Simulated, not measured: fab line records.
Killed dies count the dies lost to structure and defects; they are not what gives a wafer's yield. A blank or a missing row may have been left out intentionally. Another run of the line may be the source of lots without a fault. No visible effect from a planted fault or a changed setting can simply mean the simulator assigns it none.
Which tool is to blame? :: flow gf180mcu :: 11 lots, 33 wafers sampled, at 4 steps of a route of 602

WHAT THE GAUGES READ, wafer by wafer
GF_V2_RS_MEAS_24: the measuring method here is four-point-probe.
lot: L620
measured: day 20 11:31
on: film_metro-02
V2_W_RS (ohm/sq): 0.326 0.325 0.329

lot: L621
measured: day 20 23:36
on: film_metro-01
V2_W_RS (ohm/sq): 0.326 0.327 0.326

lot: L623
measured: day 21 20:41
on: film_metro-04
V2_W_RS (ohm/sq): 0.326 0.332 0.330

lot: L624
measured: day 22 04:18
on: film_metro-01
V2_W_RS (ohm/sq): 0.339 0.333 0.333

lot: L625
measured: day 22 18:01
on: film_metro-01
V2_W_RS (ohm/sq): 0.325 0.322 0.325

lot: L630
measured: day 24 10:33
on: film_metro-01
V2_W_RS (ohm/sq): 0.330 0.330 0.332

lot: L631
measured: day 24 20:20
on: film_metro-04
V2_W_RS (ohm/sq): 0.295 0.295 0.293

lot: L633
measured: day 25 04:31
on: film_metro-02
V2_W_RS (ohm/sq): 0.299 0.294 0.296

lot: L637
measured: day 26 10:13
on: film_metro-01
V2_W_RS (ohm/sq): 0.321 0.319 0.327

lot: L640
measured: day 27 10:23
on: film_metro-02
V2_W_RS (ohm/sq): 0.328 0.323 0.324

lot: L642
measured: day 27 22:27
on: film_metro-02
V2_W_RS (ohm/sq): 0.321 0.320 0.321

WHAT TOOL EACH LOT RAN ON (gives the tool, then ch and the chambers of the sampled wafers, and finally the start)
lot: L620
GF_V2_CVD_02: pecvd-01 ch 0,2, day 19 09:22
GF_V2_SPUTTER_21: pvd_sputter-04, day 20 11:16
GF_V2_CVD_23: cvd_w-01 ch 0,1, day 20 11:24

lot: L621
GF_V2_CVD_02: pecvd-03 ch 0,1, day 19 21:49
GF_V2_SPUTTER_21: pvd_sputter-04, day 20 23:22
GF_V2_CVD_23: cvd_w-01 ch 0,1, day 20 23:28

lot: L623
GF_V2_CVD_02: pecvd-03 ch 0,1,2, day 20 19:16
GF_V2_SPUTTER_21: pvd_sputter-04, day 21 20:28
GF_V2_CVD_23: cvd_w-01 ch 0,1, day 21 20:34

lot: L624
GF_V2_CVD_02: pecvd-03 ch 0,2, day 21 03:33
GF_V2_SPUTTER_21: pvd_sputter-01, day 22 04:04
GF_V2_CVD_23: cvd_w-02 ch 0,1, day 22 04:10

lot: L625
GF_V2_CVD_02: pecvd-01 ch 0,1,2, day 21 16:52
GF_V2_SPUTTER_21: pvd_sputter-04, day 22 17:49
GF_V2_CVD_23: cvd_w-01 ch 0,1, day 22 17:55

lot: L630
GF_V2_CVD_02: pecvd-01 ch 0,1,2, day 23 09:33
GF_V2_SPUTTER_21: pvd_sputter-03, day 24 10:18
GF_V2_CVD_23: cvd_w-02 ch 0,1, day 24 10:26

lot: L631
GF_V2_CVD_02: pecvd-04 ch 0,1,2, day 23 21:01
GF_V2_SPUTTER_21: pvd_sputter-01, day 24 20:07
GF_V2_CVD_23: cvd_w-02 ch 0,1, day 24 20:13

lot: L633
GF_V2_CVD_02: pecvd-04 ch 0,1, day 24 04:47
GF_V2_SPUTTER_21: pvd_sputter-04, day 25 04:18
GF_V2_CVD_23: cvd_w-02 ch 0,1, day 25 04:24

lot: L637
GF_V2_CVD_02: pecvd-03 ch 1,2, day 25 13:08
GF_V2_SPUTTER_21: pvd_sputter-01, day 26 09:57
GF_V2_CVD_23: cvd_w-01 ch 0,1, day 26 10:05

lot: L640
GF_V2_CVD_02: pecvd-04 ch 1,2, day 26 12:50
GF_V2_SPUTTER_21: pvd_sputter-01, day 27 10:09
GF_V2_CVD_23: cvd_w-01 ch 0,1, day 27 10:15

lot: L642
GF_V2_CVD_02: pecvd-04 ch 0,2, day 27 00:40
GF_V2_SPUTTER_21: pvd_sputter-03, day 27 22:13
GF_V2_CVD_23: cvd_w-01 ch 0,1, day 27 22:19
- GF_V2_CVD_02: deposits SiO2 from TEOS, target thk 850 nm, time 94.851 s.
- GF_V2_SPUTTER_21: material Ti, target thk 15 nm, time 80.02 s.
- GF_V2_CVD_23: deposits W, target thk 350 nm, time 104.94 s.

THE ANSWER, worked out from the rows above alone
Rule: the usual values come from the lots themselves. Put in order of their means at a reading, lots are off if they are a third of the lots or fewer, leave a main group of 4 or more, and stand apart from it by a gap of 3 or more times the standard deviation of the main group's means; of several such gaps the widest counts. If all means in a main group match to the digits the tables above print for the reading, that group is not used. Also off: a lot with no number at a reading for which 4 or more lots have one. Any other lot the step has rows for is counted as sound.
Off: at GF_V2_RS_MEAS_24 (V2_W_RS), L631, L633. The main group: mean 0.327 ohm/sq, standard deviation 0.0042.
A tool fits if, at a process step before that reading, it ran every lot that is off, and no sound lot after the first of them. Those tools and the gauges at GF_V2_RS_MEAS_24 are tried in the same way. One fits: cvd_w-02 at GF_V2_CVD_23. A fault onset in the window from L630 (day 24 10:26, its last sound lot) to L631 (day 24 20:13, its first lot off) fits.

WHAT WAS PUT IN BY THE SIMULATOR
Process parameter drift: cvd_w-02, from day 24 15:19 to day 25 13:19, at GF_V2_CVD_23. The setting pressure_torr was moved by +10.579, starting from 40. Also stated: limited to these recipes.
Lots struck among those shown: L631, L633. The rule given above showed the same thing.
